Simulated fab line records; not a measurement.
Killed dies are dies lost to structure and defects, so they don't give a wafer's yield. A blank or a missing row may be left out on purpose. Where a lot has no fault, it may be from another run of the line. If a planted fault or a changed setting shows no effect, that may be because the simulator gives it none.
The tool behind it: which one? -- flow gf180mcu -- 13 lots with 39 wafers sampled at 6 steps, on a route of 602 steps

## WHAT THE GAUGES SHOWED, per wafer
GF_VT_IMPLANT_RS_MEAS_47: a four-point-probe measurement.
lot,measured,on,NWELL_RS (ohm/sq)
L692,day 7 21:16,film_metro-02,489.4 487.7 488.0
L693,day 8 06:08,film_metro-04,488.1 489.6 488.5
L694,day 8 07:01,film_metro-03,486.8 487.2 486.5
L695,day 8 13:02,film_metro-03,487.1 487.8 487.9
L696,day 9 01:28,film_metro-03,486.7 488.9 487.3
L698,day 9 12:53,film_metro-04,487.2 486.9 487.3
L701,day 10 05:28,film_metro-03,488.0 487.6 487.2
L702,day 10 11:47,film_metro-03,489.3 489.2 489.6
L703,day 10 16:28,film_metro-04,489.8 490.0 489.4
L705,day 11 06:38,film_metro-04,490.7 491.1 491.4
L710,day 12 17:14,film_metro-02,487.7 486.9 486.8
L711,day 12 21:44,film_metro-04,486.7 487.0 485.9
L712,day 13 05:22,film_metro-03,489.4 490.2 489.5

GF_DUAL_GATE_OVL_MEAS_11.
lot,measured,on,DUAL_GATE_OVL (nm)
L692,day 8 15:22,overlay-01,1.6 2.0 0.5
L693,day 8 23:34,overlay-01,1.6 0.8 1.6
L694,day 9 01:49,overlay-01,-1.2 -1.1 -0.5
L695,day 9 09:49,overlay-01,3.0 2.2 3.0
L696,day 9 20:31,overlay-02,0.7 0.6 0.4
L698,day 10 07:40,overlay-02,-0.4 -0.8 -1.0
L701,day 11 01:31,overlay-01,2.3 1.2 2.2
L702,day 11 08:10,overlay-01,1.0 1.3 0.0
L703,day 11 11:52,overlay-02,1.5 1.5 -0.1
L705,day 12 06:04,overlay-02,0.5 0.6 -1.4
L710,day 13 14:34,overlay-01,2.2 1.4 0.1
L711,day 13 19:43,overlay-02,-0.3 0.8 1.7
L712,day 14 03:46,overlay-01,1.7 1.5 2.4

GF_HV_LDD_TW_MEAS_11.
lot,measured,on,HV_LDD_TW
L692,day 10 06:13,film_metro-03,2412 2425 2428
L693,day 10 17:07,film_metro-04,2392 2396 2412
L694,day 10 20:16,film_metro-04,2396 2409 2381
L695,day 11 03:10,film_metro-04,2374 2391 2373
L696,day 11 16:10,film_metro-02,2432 2420 2428
L698,day 12 05:40,film_metro-03,2426 2420 2437
L701,day 12 23:28,film_metro-03,2420 2429 2424
L702,day 13 06:40,film_metro-04,2405 2402 2396
L703,day 13 11:47,film_metro-02,2440 2440 2432
L705,day 14 06:40,film_metro-03,2429 2439 2435
L710,day 15 13:55,film_metro-02,1909 1902 1906
L711,day 15 19:16,film_metro-03,1911 1911 1902
L712,day 16 04:31,film_metro-04,1868 1867 1873

GF_HV_LDD_RS_MEAS_53: a four-point-probe measurement.
lot,measured,on,HV_LDD_RS (ohm/sq)
L692,day 12 13:53,film_metro-02,417.6 418.3 417.4
L693,day 13 02:01,film_metro-02,416.6 416.8 417.5
L694,day 13 05:11,film_metro-02,418.1 417.5 417.7
L695,day 13 13:19,film_metro-03,419.1 417.9 420.8
L696,day 14 03:29,film_metro-04,420.6 420.0 419.8
L698,day 14 19:02,film_metro-03,416.9 417.8 417.9
L701,day 15 14:59,film_metro-03,419.0 417.5 417.9
L702,day 15 22:44,film_metro-04,418.7 419.2 418.7
L703,day 16 04:44,film_metro-03,418.8 419.5 419.1
L705,day 17 01:38,film_metro-02,417.6 418.7 418.6
L710,day 18 10:49,film_metro-03,359.5 358.5 358.0
L711,day 18 17:25,film_metro-03,357.8 357.6 358.7
L712,day 19 03:32,film_metro-03,359.3 358.8 358.9

## TOOL THAT RAN EACH LOT (tool first, then ch and the chambers of the sampled wafers, then the start)
lot,GF_HV_LDD_IMPLANT_09,GF_HV_LDD_STRIP_10
L692,"implanter-03 ch 0, day 10 05:58","plasma_asher-02 ch 0,1, day 10 06:07"
L693,"implanter-01 ch 0, day 10 16:53","plasma_asher-02 ch 0,1, day 10 17:01"
L694,"implanter-02 ch 0, day 10 20:01","plasma_asher-04 ch 0,1, day 10 20:10"
L695,"implanter-01 ch 0, day 11 02:56","plasma_asher-01 ch 0,1, day 11 03:04"
L696,"implanter-02 ch 0, day 11 15:55","plasma_asher-02 ch 0,1, day 11 16:03"
L698,"implanter-02 ch 0, day 12 05:25","plasma_asher-01 ch 0,1, day 12 05:34"
L701,"implanter-03 ch 0, day 12 23:13","plasma_asher-02 ch 0,1, day 12 23:22"
L702,"implanter-02 ch 0, day 13 06:25","plasma_asher-02 ch 0,1, day 13 06:34"
L703,"implanter-02 ch 0, day 13 11:34","plasma_asher-02 ch 0,1, day 13 11:42"
L705,"implanter-03 ch 0, day 14 06:25","plasma_asher-04 ch 0,1, day 14 06:34"
L710,"implanter-02 ch 0, day 15 13:41","plasma_asher-04 ch 0, day 15 13:49"
L711,"implanter-03 ch 0, day 15 19:02","plasma_asher-04 ch 0,1, day 15 19:10"
L712,"implanter-02 ch 0, day 16 04:16","plasma_asher-01 ch 0,1, day 16 04:25"
- GF_HV_LDD_IMPLANT_09
- GF_HV_LDD_STRIP_10: strips in O2/N2.

## AS READ BY THE TOOLS THEMSELVES (means over the sampled wafers that have a number; for cases with no such wafer, the mark the record gives instead)
GF_HV_LDD_IMPLANT_09.
lot,tool,beam_energy_keV
L692,implanter-03,40.005
L693,implanter-01,40.001
L694,implanter-02,40.010
L695,implanter-01,40.007
L696,implanter-02,39.998
L698,implanter-02,39.992
L701,implanter-03,39.999
L702,implanter-02,40.002
L703,implanter-02,40.002
L705,implanter-03,40.001
L710,implanter-02,39.990
L711,implanter-03,40.005
L712,implanter-02,40.011

GF_HV_LDD_STRIP_10.
lot,tool,drypump_motor_current_A (A),heater_power_w (W),oes_product_au (a.u.),strip_time_to_endpoint_s (s)
L692,plasma_asher-02,5.9,325,0.716,12.63
L693,plasma_asher-02,5.7,332,0.714,12.61
L694,plasma_asher-04,5.8,340,0.715,12.69
L695,plasma_asher-01,5.6,348,0.713,12.63
L696,plasma_asher-02,5.9,324,0.718,12.62
L698,plasma_asher-01,5.8,325,0.715,12.64
L701,plasma_asher-02,5.8,322,0.714,12.64
L702,plasma_asher-02,5.9,329,0.713,12.63
L703,plasma_asher-02,5.7,332,0.718,12.69
L705,plasma_asher-04,6.0,359,0.718,12.66
L710,plasma_asher-04,5.5,316,0.718,12.67
L711,plasma_asher-04,6.0,357,0.717,12.61
L712,plasma_asher-01,5.6,353,0.716,12.63

## THE ANSWER, worked out from the rows above alone
Rule: the lots themselves supply what counts as usual. Put in order of their means at a reading, lots are off if they are a third of the lots or fewer, leave a main group of 4 or more, and stand apart from it by a gap of 3 or more times the standard deviation of the main group's means; of several such gaps the widest counts. A main group is skipped when, at the precision printed for the reading in the tables above, its means are all equal. A lot without any number at a reading at which 4 lots or more have one is off too. Any other lot the step has rows for is counted as sound. First the gauges in route order, then the tools' own readings, where a lot's mean is used as printed above. At the first step where some lot is off, the reading lying furthest off is the one used; lots without a number count as furthest.
Off: at GF_HV_LDD_TW_MEAS_11 (HV_LDD_TW), L710, L711, L712. Mean 2415 and standard deviation 18 in the main group.
A tool fits if, at a process step before that reading, it ran every lot that is off, and no sound lot after the first of them. Gauges at GF_HV_LDD_TW_MEAS_11: tried the same way as those tools. No candidate that was tried fits.

## WHAT THE SIMULATOR PUT IN
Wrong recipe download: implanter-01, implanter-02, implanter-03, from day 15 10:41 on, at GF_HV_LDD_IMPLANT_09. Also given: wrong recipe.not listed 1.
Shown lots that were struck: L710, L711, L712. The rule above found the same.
